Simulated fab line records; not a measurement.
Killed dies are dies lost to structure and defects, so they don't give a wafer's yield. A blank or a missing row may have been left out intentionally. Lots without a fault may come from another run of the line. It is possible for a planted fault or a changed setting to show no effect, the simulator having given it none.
The tool behind it: which one? | flow sky130 | 18 wafers sampled from 6 lots at 1 step of a route of 708

## WHAT EACH GAUGE READ, for each wafer
SKY_FIELD_ISO_THK_MEAS_02.
lot  | measured    | on            | FIELD_ISO_OXIDATION_00_THK (nm)
L739 | day 1 16:39 | film metro-03 | 11.68 11.58 11.73
L743 | day 2 14:44 | film metro-02 | 12.60 12.66 12.47
L745 | day 3 02:05 | film metro-01 | 12.29 12.13 12.12
L750 | day 4 02:57 | film metro-02 | 12.24 12.10 11.92
L759 | day 5 20:45 | film metro-01 | 12.54 12.43 12.41
L760 | day 6 07:44 | film metro-01 | 11.88 11.82 11.96

## WHAT TOOL EACH LOT RAN ON (gives the tool, then ch and the chambers of the sampled wafers, and finally the start)
Record: no process step prior to these readings.

## THE ANSWER, worked out from the rows above alone
Rule: the lots themselves supply what counts as usual. The widest of any qualifying gaps counts: lots, ordered by their means at a reading, are off when they make up no more than a third of the lots, leave a main group of 4 or more, and stand apart from it by 3 or more times the standard deviation of that group's means. If all means in a main group match to the digits the tables above print for the reading, that group is not used. Also off: a lot with no number at a reading for which 4 or more lots have one. All remaining lots with rows at the step are treated as sound.
Nothing can be told from this: no lot is off at any reading shown.

## WHAT HAD BEEN PUT IN BY THE SIMULATOR
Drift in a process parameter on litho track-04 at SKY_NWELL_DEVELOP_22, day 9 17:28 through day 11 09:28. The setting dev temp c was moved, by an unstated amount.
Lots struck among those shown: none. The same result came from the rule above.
